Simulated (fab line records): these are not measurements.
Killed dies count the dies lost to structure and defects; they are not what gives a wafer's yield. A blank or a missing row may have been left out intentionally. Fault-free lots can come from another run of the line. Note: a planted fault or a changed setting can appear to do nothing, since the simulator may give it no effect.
fab line records    flow sky130
record lots=5  wafers=15  last-day=50
route steps=708 shown VT_ADJUST_LVTN@100 VT_ADJUST_NCORE@119 PAD_OPEN@708
lots that met no fault: taken from a fault-free run of the same line
start-h: start of the lot's first displayed wafer, in hours after the record's first day    wait-h: hours since the lot's step before    " same as the row above    L1.1+2: a row that stands for several wafers    - no value, or no start was given    * or withheld: withheld    < > ~ a bound
route shown NAME@n: names a module that has steps shown in the file, with the first one's number in the route    usual: average and standard deviation across the fault-free wafers    same: alike in all rows    chamber/n: place in a boat    sites: the reading at each site    _std_site: how widely they spread, as a standard deviation    _edge_site: outer sites' mean less inner sites'    radius-mm: how far each site lies from the wafer's centre    mask NAME#n: copy n    behind: the tool/chamber that last shaped the wafer    hold: why the lot went on hold/how many hours it stayed there/how the hold came to an end    device: whichever transistor did not switch (one of n, p or np)    end of line: at the end of the route, the tests of the same wafers    for a step that has no rows: nothing shown but its recipe    killed: not the wafer's yield, but the dies lost to structure and defects at the first sort    map: a wafer's dies, marking killed ones x, the rest . and places with no die _
set.NAME: the run value of the setting; set.NAME@STEP: its run value at that earlier step    model.NAME: the simulator's own value behind a step, which no gauge read
lots at selected steps of the route; one table per step, one row per wafer
services: the hour from which a tool's chamber was out of use, counted from the record's first day as start-h (under 0 if before that day), plus the number of hours and why
## steps
# step SKY_VT_ADJUST_LVTN_SOFTBAKE_03
# recipe temp-c=110  time-s=withheld
# step SKY_VT_ADJUST_LVTN_EXPOSE_04
# recipe mask-id=NWM_COMPLEMENT_LESS_NATIVE  na=0.6  source-shape=conventional  sigma-outer=0.6  polarization=unpolarized  target-cd-nm=840  dose-mj=194
# step SKY_VT_ADJUST_LVTN_PEB_05
# recipe temp-c=115  time-s=withheld
# step SKY_VT_ADJUST_LVTN_DEVELOP_06
# recipe wall-angle-deg=90  developer=TMAH  develop-time-s=60  dev-temp-c=23
# step SKY_VT_ADJUST_LVTN_OVL_MEAS_07
# usual VT_ADJUST_LVTN_OVL=-0.8/1.5
lot.wafer  tool        chamber  start-h  wait-h  VT_ADJUST_LVTN_OVL[nm]
L287.1     overlay-01  -        169.56   -       -3.0
L287.5     "           -        "        "       -4.6
L287.6     "           -        "        "       -2.6
L291.1     overlay-02  -        197.62   -       0.2
L291.4     "           -        "        "       -1.5
L291.6     "           -        "        "       -0.2
L295.1     overlay-02  -        224.59   -       1.2
L295.5     "           -        "        "       1.2
L295.6     "           -        "        "       1.0
L304.1     overlay-02  -        282.42   -       -1.6
L304.2     "           -        "        "       -1.8
L304.3     "           -        "        "       -2.0
L305.1     overlay-02  -        290.39   -       -0.4
L305.4     "           -        "        "       -2.1
L305.6     "           -        "        "       -1.0
# step SKY_VT_ADJUST_LVTN_IMPLANT_08
# recipe species=B  energy-kev=30  dose-cm2=1.57e+12  tilt-deg=withheld
# step SKY_VT_ADJUST_LVTN_STRIP_09
# recipe chemistry=O2/N2  power-w=1400  pressure-mtorr=1500  platen-temp-c=withheld  o2-flow-sccm=3000  n2-flow-sccm=300  overash-fraction=0.5
# usual drypump-motor-current-A=6.0/0.41  oes-product-au=0.723/0.0045  strip-time-to-endpoint-s=36.96/0.11
lot.wafer  tool             chamber  start-h  wait-h  drypump-motor-current-A  oes-product-au  rf-hours-counter-h  strip-time-to-endpoint-s
L287.1     plasma-asher-01  0        169.75   0.1     6.3                      0.727           6                   37.11
L287.5     "                1        "        "       6.5                      0.717           -                   36.98
L287.6     "                0        "        "       6.3                      0.717           -                   37.17
L291.1     plasma-asher-03  1        197.80   0.1     5.9                      0.726           40                  36.85
L291.4     "                1        "        "       5.9                      0.726           -                   36.90
L291.6     "                1        "        "       5.9                      0.724           -                   36.93
L295.1     plasma-asher-01  1        224.77   0.1     6.5                      0.731           11                  37.05
L295.5     "                1        "        "       6.5                      0.723           -                   36.97
L295.6     "                0        "        "       6.3                      0.723           -                   36.92
L304.1     plasma-asher-01  0        282.60   0.1     6.3                      0.721           17                  36.97
L304.2     "                1        "        "       6.5                      0.715           17                  37.00
L304.3     "                1        "        "       6.5                      0.726           -                   36.88
L305.1     plasma-asher-01  1        290.57   0.1     6.5                      0.724           18                  37.09
L305.4     "                0        "        "       6.2                      0.722           -                   37.14
L305.6     "                1        "        "       6.5                      0.729           -                   37.07
# step SKY_VT_ADJUST_LVTN_TW_MEAS_10
# usual VT_ADJUST_LVTN_TW=242.6/2.1
lot.wafer  tool           chamber  start-h  wait-h  VT_ADJUST_LVTN_TW
L287.1     film-metro-01  -        169.85   0.1     246.2
L287.5     "              -        "        "       246.0
L287.6     "              -        "        "       245.8
L291.1     film-metro-03  -        197.90   0.1     242.8
L291.4     "              -        "        "       243.8
L291.6     "              -        "        "       243.2
L295.1     film-metro-03  -        224.87   0.1     242.6
L295.5     "              -        "        "       243.0
L295.6     "              -        "        "       242.4
L304.1     film-metro-03  -        282.70   0.1     241.5
L304.2     "              -        "        "       240.8
L304.3     "              -        "        "       242.2
L305.1     film-metro-03  -        290.67   0.1     243.3
L305.4     "              -        "        "       243.8
L305.6     "              -        "        "       242.3
# step SKY_VT_ADJUST_LVTN_DEHYDRATE_11
# recipe temp-c=200  time-s=60
# step SKY_VT_ADJUST_LVTN_HMDS_12
# recipe prime-time-s=60  prime-temp-c=120
# step SKY_VT_ADJUST_LVTN_COAT_13
# recipe resist=NOVOLAK  spin-rpm=3000  resist-thk-nm=1140
# step SKY_VT_ADJUST_LVTN_SOFTBAKE_14
# recipe temp-c=90  time-s=60  resist=NOVOLAK
# step SKY_VT_ADJUST_LVTN_EXPOSE_15
# recipe mask-id=HVN_STD_DERIVED  na=0.6  source-shape=conventional  sigma-outer=0.6  polarization=unpolarized  target-cd-nm=600  dose-mj=163
# same sigma-outer=0.6
lot.wafer   tool              chamber  start-h  wait-h  mask
L287.1+5+6  iline-stepper-01  0        179.32   -       HVN_STD_DERIVED#0
L291.1+4+6  iline-stepper-02  0        208.51   -       HVN_STD_DERIVED#0
L295.1+5+6  iline-stepper-02  0        236.46   -       HVTPM#0
L304.1+2+3  iline-stepper-02  0        294.67   -       HVN_STD_DERIVED#0
L305.1+4+6  iline-stepper-01  0        302.94   -       HVN_STD_DERIVED#0
# step SKY_VT_ADJUST_LVTN_PEB_16
# recipe temp-c=withheld  time-s=*  resist=NOVOLAK
# step SKY_VT_ADJUST_LVTN_DEVELOP_17
# recipe resist=NOVOLAK  developer=TMAH  develop-time-s=60  dev-temp-c=23
# step SKY_VT_ADJUST_LVTN_OVL_MEAS_18
# usual VT_ADJUST_LVTN_01_OVL=-0.3/1.5
lot.wafer  tool        chamber  start-h  wait-h  VT_ADJUST_LVTN_01_OVL[nm]
L287.1     overlay-01  -        190.24   0.1     -0.5
L287.5     "           -        "        "       0.3
L287.6     "           -        "        "       -0.4
L291.1     overlay-01  -        218.94   0.1     -2.3
L291.4     "           -        "        "       -0.4
L291.6     "           -        "        "       -0.2
L295.1     overlay-01  -        247.62   0.1     -
L295.5     "           -        "        "       -
L295.6     "           -        "        "       -
L304.1     overlay-02  -        306.91   0.1     -0.7
L304.2     "           -        "        "       0.8
L304.3     "           -        "        "       -1.2
L305.1     overlay-02  -        315.69   0.1     1.8
L305.4     "           -        "        "       2.0
L305.6     "           -        "        "       2.5
# step SKY_VT_ADJUST_LVTN_IMPLANT_19
# recipe species=B  energy-kev=30  dose-cm2=6.5e+11  tilt-deg=withheld
# step SKY_VT_ADJUST_LVTN_STRIP_20
# recipe chemistry=O2/N2  power-w=1400  pressure-mtorr=1500  platen-temp-c=withheld  o2-flow-sccm=3000  n2-flow-sccm=300  overash-fraction=0.5
# usual drypump-motor-current-A=6.0/0.43  oes-product-au=0.715/0.0047  strip-time-to-endpoint-s=14.19/0.037
lot.wafer  tool             chamber  start-h  wait-h  drypump-motor-current-A  oes-product-au  rf-hours-counter-h  strip-time-to-endpoint-s
L287.1     plasma-asher-01  1        190.42   0.1     6.5                      0.724           7                   14.17
L287.5     "                0        "        "       6.3                      0.717           -                   14.20
L287.6     "                1        "        "       6.5                      0.712           -                   14.18
L291.1     plasma-asher-03  0        219.12   0.1     5.5                      0.717           42                  14.17
L291.4     "                0        "        "       5.5                      0.718           -                   14.17
L291.6     "                0        "        "       5.5                      0.719           -                   14.17
L295.1     plasma-asher-04  1        247.80   0.1     6.0                      0.720           58                  14.19
L295.5     "                0        "        "       5.2                      0.716           -                   14.19
L295.6     "                1        "        "       5.9                      0.713           -                   14.20
L304.1     plasma-asher-03  0        307.10   0.1     5.5                      0.715           51                  14.18
L304.2     "                1        "        "       5.9                      0.713           51                  14.19
L304.3     "                1        "        "       5.9                      0.722           -                   14.19
L305.1     plasma-asher-01  1        315.87   0.1     6.5                      0.708           20                  14.16
L305.4     "                1        "        "       6.5                      0.716           -                   14.20
L305.6     "                1        "        "       6.5                      0.722           -                   14.14
# step SKY_VT_ADJUST_LVTN_TW_MEAS_21
# usual VT_ADJUST_LVTN_2_TW=189.6/1.9
lot.wafer  tool           chamber  start-h  wait-h  VT_ADJUST_LVTN_2_TW
L287.1     film-metro-01  -        190.52   0.1     192.3
L287.5     "              -        "        "       192.4
L287.6     "              -        "        "       191.8
L291.1     film-metro-01  -        219.22   0.1     190.3
L291.4     "              -        "        "       191.4
L291.6     "              -        "        "       191.0
L295.1     film-metro-01  -        247.90   0.1     30.3
L295.5     "              -        "        "       30.6
L295.6     "              -        "        "       30.6
L304.1     film-metro-01  -        307.20   0.1     189.5
L304.2     "              -        "        "       190.4
L304.3     "              -        "        "       190.7
L305.1     film-metro-03  -        315.97   0.1     188.2
L305.4     "              -        "        "       188.2
L305.6     "              -        "        "       187.5
# step SKY_VT_ADJUST_NCORE_DEHYDRATE_00
# recipe temp-c=200  time-s=60
# step SKY_PAD_OPEN_PROBE_99
# usual killed_at_M0_to_M3=42/6.6  killed_at_M4_up=3.1/1.9  killed-at-contacts=25/5.7  killed-at-front-end=16/5  killed-at-other=0.2/0.38  killed-dies=86/9.6  killed-on-rim=16/4  killed-open=47/7.2  killed-short=39/6.2
# same gross-dies=492  killed-at-back-side=0
lot.wafer  tool       chamber  start-h  wait-h  killed_at_M0_to_M3  killed_at_M4_up  killed-at-contacts  killed-at-front-end  killed-at-other  killed-dies  killed-on-rim  killed-open  killed-short
L287.1     prober-02  -        1101.74  0.1     33                  3                38                  13                   0                87           14             45           42
L287.5     prober-02  -        1101.94  0.2     48                  3                30                  25                   0                106          19             62           44
L287.6     prober-02  -        1101.99  0.2     38                  2                24                  18                   0                82           22             50           32
L291.1     prober-02  -        1130.08  0.1     50                  4                30                  25                   0                109          15             58           51
L291.4     prober-02  -        1130.23  0.2     37                  5                22                  17                   0                81           17             39           42
L291.6     prober-02  -        1130.33  0.2     37                  4                19                  14                   0                74           10             38           36
L295.1     prober-02  -        1152.69  0.1     40                  3                32                  417                  0                492          96             52           32
L295.5     prober-02  -        1152.89  0.2     43                  3                32                  413                  1                492          96             44           47
L295.6     prober-02  -        1152.94  0.2     45                  3                28                  416                  0                492          96             60           42
# killed by level:class
L287.1 CONTACT:geometric-particle:open=14 LI_CONTACT:geometric-particle:open=7 CONTACT:geometric-particle:short=7 VIA1:geometric-particle:open=7 METAL1:geometric-particle:short=6 VIA1:geometric-particle:short=6 VIA2:geometric-particle:open=5 FIELD_ISO:geometric-particle:short=4
L287.5 CONTACT:geometric-particle:open=13 VIA1:geometric-particle:open=12 LI_CONTACT:geometric-particle:open=8 VIA3:geometric-particle:open=7 METAL1:geometric-particle:short=6 VIA1:geometric-particle:short=6 FIELD_ISO:geometric-particle:open=5 POLY_GATE:geometric-particle:open=5
L287.6 CONTACT:geometric-particle:open=11 FIELD_ISO:geometric-particle:open=8 VIA1:geometric-particle:open=8 VIA2:geometric-particle:open=7 LI_CONTACT:geometric-particle:open=6 CONTACT:geometric-particle:short=5 METAL2:geometric-particle:short=5 FIELD_ISO:geometric-particle:short=4
L291.1 POLY_GATE:geometric-particle:short=12 VIA1:geometric-particle:open=12 CONTACT:geometric-particle:open=10 LI_CONTACT:geometric-particle:open=8 VIA2:geometric-particle:open=8 FIELD_ISO:geometric-particle:short=7 METAL1:geometric-particle:short=7 LI_CONTACT:geometric-particle:short=5
L291.4 VIA1:geometric-particle:open=9 METAL1:geometric-particle:short=7 POLY_GATE:geometric-particle:short=7 CONTACT:geometric-particle:short=6 CONTACT:geometric-particle:open=6 VIA3:geometric-particle:open=6 LI_CONTACT:geometric-particle:open=5 LOCAL_INTERCONNECT:geometric-particle:short=5
L291.6 VIA1:geometric-particle:open=13 CONTACT:geometric-particle:short=6 FIELD_ISO:geometric-particle:short=5 CONTACT:geometric-particle:open=5 VIA3:geometric-particle:short=5 LI_CONTACT:geometric-particle:open=4 FIELD_ISO:geometric-particle:open=3 POLY_GATE:geometric-particle:short=3
L295.1 VT_ADJUST_LVTN:area-expose=408 CONTACT:geometric-particle:open=18 VIA1:geometric-particle:open=16 LI_CONTACT:geometric-particle:open=5 METAL2:geometric-particle:short=4 VIA3:geometric-particle:short=4 VIA1:geometric-particle:short=3 CONTACT:geometric-particle:short=3
L295.5 VT_ADJUST_LVTN:area-expose=401 VIA1:geometric-particle:open=11 CONTACT:geometric-particle:short=11 LOCAL_INTERCONNECT:geometric-particle:short=8 VIA2:geometric-particle:open=7 LI_CONTACT:geometric-particle:open=6 FIELD_ISO:geometric-particle:open=5 CONTACT:geometric-particle:open=5
L295.6 VT_ADJUST_LVTN:area-expose=390 VIA1:geometric-particle:open=14 LI_CONTACT:geometric-particle:open=11 CONTACT:geometric-particle:open=10 FIELD_ISO:geometric-particle:short=8 POLY_GATE:geometric-particle:short=7 FIELD_ISO:geometric-particle:open=6 VIA1:geometric-particle:short=6
# map L295.1 (x killed, . not)
__________xxxxxxxxxx_________
________xxxxxxxxxxxxxx_______
______xxxxxxxxxxxxxxxxxx_____
_____xxxxxxxxxxxxxxxxxxxx____
____xxxxxxxxxxxxxxxxxxxxxx___
___xxxxxxxxxxxxxxxxxxxxxxxx__
__xxxxxxxxxxxxxxxxxxxxxxxxxx_
_xxxxxxxxxxxxxxxxxxxxxxxxxxxx
_xxxxxxxxxxxxxxxxxxxxxxxxxxxx
_xxxxxxxxxxxxxxxxxxxxxxxxxxxx
_xxxxxxxxxxxxxxxxxxxxxxxxxxxx
_xxxxxxxxxxxxxxxxxxxxxxxxxxxx
_xxxxxxxxxxxxxxxxxxxxxxxxxxxx
_xxxxxxxxxxxxxxxxxxxxxxxxxxxx
_xxxxxxxxxxxxxxxxxxxxxxxxxxxx
__xxxxxxxxxxxxxxxxxxxxxxxxxx_
___xxxxxxxxxxxxxxxxxxxxxxxx__
____xxxxxxxxxxxxxxxxxxxxxx___
_____xxxxxxxxxxxxxxxxxxxx____
______xxxxxxxxxxxxxxxxxx_____
________xxxxxxxxxxxxxx_______
__________xxxxxxxxxx_________
# map L291.1 (x killed, . not)
__________.x........_________
________...xx........._______
______.x...x.....xxx...x_____
_____.....x...x.x........____
____..x.x....x.xx.........___
___x...x..xxx..xxx....x....__
__x..x.....x.........x....x._
_..x.x....xx.x.xx...x...x....
_...x....x........x.x..xx....
_..xx......x...x..x.......x..
_.x.x.........x...x........x.
_xxx....x.....x...xx..x......
_...x.........xx......xx..xxx
_...x..x...x.x..x............
_....x..x...x.....xx.....xx..
__.x......x.x............x.._
___....x...xxx.......x.....__
____...........x.x........___
_____..x.....x.........x.____
______.x............x..._____
________....x..x.xx..._______
__________..xxx...x._________
## services
tool              chamber  start-h  hours  kind
plasma-asher-01   -        175.24   3.8    repair
plasma-asher-03   -        194.18   3.4    repair
iline-stepper-01  -        260.04   6.1    repair
iline-stepper-01  -        274.63   1.7    pm
iline-stepper-02  -        306.75   1.7    pm
## key
first-sign step=SKY_VT_ADJUST_LVTN_EXPOSE_15  reading=mask  direction=changed
effect step=SKY_VT_ADJUST_LVTN_OVL_MEAS_18  reading=VT_ADJUST_LVTN_01_OVL  direction=missing
effect step=SKY_VT_ADJUST_LVTN_TW_MEAS_21  reading=VT_ADJUST_LVTN_2_TW  direction=down  sigmas=85  usual=189.6  struck=30.5
effect step=SKY_PAD_OPEN_PROBE_99  reading=killed-at-front-end  direction=up  sigmas=80  usual=16  struck=415
more-kills-born-at SKY_VT_ADJUST_LVTN_EXPOSE_15@iline-stepper-02=1199
met-at SKY_VT_ADJUST_LVTN_EXPOSE_15
struck-wafers L295.1,L295.5,L295.6
tester-left-out L295
onset-between 208.51 236.46
fault kind=wrong-mask  tool=any  chamber=-  onset-h=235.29  steps=SKY_VT_ADJUST_LVTN_EXPOSE_15  aux-copy=HVTPM#0  scope=struck-lots-only
# tester-left-out: of these lots the tester's yield and bins aren't shown, on N5 and GAA mostly nor the transistor test; their killed dies are dies lost to structure and defects alone, not to doping, threshold or leakage, so they don't give the yield
